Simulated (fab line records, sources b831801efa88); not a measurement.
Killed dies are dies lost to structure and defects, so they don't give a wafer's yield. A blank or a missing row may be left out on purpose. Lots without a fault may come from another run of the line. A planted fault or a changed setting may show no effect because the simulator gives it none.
Problem report in the 8D (eight disciplines) form, filled by code | flow sfq_line | the parts of the form that need people (team, actions taken, sign-off) are left out

1. THE PROBLEM
run_length_s at SFQ_TRILAYER_I2_VIA_BARC_OPEN_VIA_ETCH_096 reads a mean of 67.0 s on 2 wafers of 2 lots; wafers without a fault read 70.2 s with a standard deviation of 0.43. That is -7.3 standard deviations from the usual mean.
The step: etches BARC in O2, target depth 125 nm, time 41.7 s.
First seen on wafer L854.2, day 40 07:11, on rie_diel-02. The record holds 18 wafers of 6 lots with a number at this step. Rule for "out", or "out of limits": more than 4 standard deviations from the usual mean. The other wafers with a number count as sound.

2. WHAT IT IS AND WHAT IT IS NOT
question                    | is                           | is not
which readings at this step | run_length_s, oes_product_au | drypump_motor_current_A
which lots                  | L854, L855                   | L849, L862, L867, L872
which wafers of those lots  | L854.2, L855.2               | L854.1, L854.3, L855.4, L855.6
read on which tools         | rie_diel-02                  | rie_diel-01
when                        | from day 40 07:11            | up to then (5 sound wafers); but 11 sound wafers of L855, L862, L867, L872 came after

3. SUSPECTS, AND WHAT RULES EACH OUT
Counting: a tool at a process step up to the reading stays a suspect if it ran every lot that is out. Sound lots after the first of them don't rule it out here, since some wafers of a struck lot are sound.
- rie_diel-02 at SFQ_TRILAYER_I2_VIA_BARC_OPEN_VIA_ETCH_096 (etches BARC in O2, target depth 125 nm, time 41.7 s): kept. It ran every lot that is out, first L854 (day 40 07:11). Its own readings are out on those wafers: oes_product_au, run_length_s.
- Within rie_diel-02 at SFQ_TRILAYER_I2_VIA_BARC_OPEN_VIA_ETCH_096: the wafers that are out ran in chamber 2; their sound lot-mates ran in chambers 0, 1, 3.
Left after counting: rie_diel-02 at SFQ_TRILAYER_I2_VIA_BARC_OPEN_VIA_ETCH_096.

4. THE CAUSE (what the simulator had put in)
Process parameter drift: rie_diel-02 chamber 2, from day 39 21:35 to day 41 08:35, at SFQ_TRILAYER_I2_VIA_BARC_OPEN_VIA_ETCH_096. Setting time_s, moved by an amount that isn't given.
Counting left only this tool.

5. THE CHAIN OF EFFECTS, in route order
Each row: a reading whose mean over the struck wafers that have a number lies more than 3 standard deviations from the usual. Only readings for which the record gives a usual standard deviation are gone through. hours: the time from each lot's start at the first step in this table that gives one to its start at this step, as a median over the lots. sigmas: the change in usual standard deviations.
hours | step                                       | reading        | usual      | on struck wafers | change | sigmas
0     | SFQ_TRILAYER_I2_VIA_BARC_OPEN_VIA_ETCH_096 | oes_product_au | 0.684 a.u. | 0.714            | +0.029 | +6.1
0     | SFQ_TRILAYER_I2_VIA_BARC_OPEN_VIA_ETCH_096 | run_length_s   | 70.2 s     | 67.0             | -3.2   | -7.3
The process steps in it:
- SFQ_TRILAYER_I2_VIA_BARC_OPEN_VIA_ETCH_096: etches BARC in O2, target depth 125 nm, time 41.7 s.

6. WHAT WOULD HAVE CAUGHT IT SOONER
In this record the first reading out of limits was taken at day 40 07:11, 10 hours after the fault began at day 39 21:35.
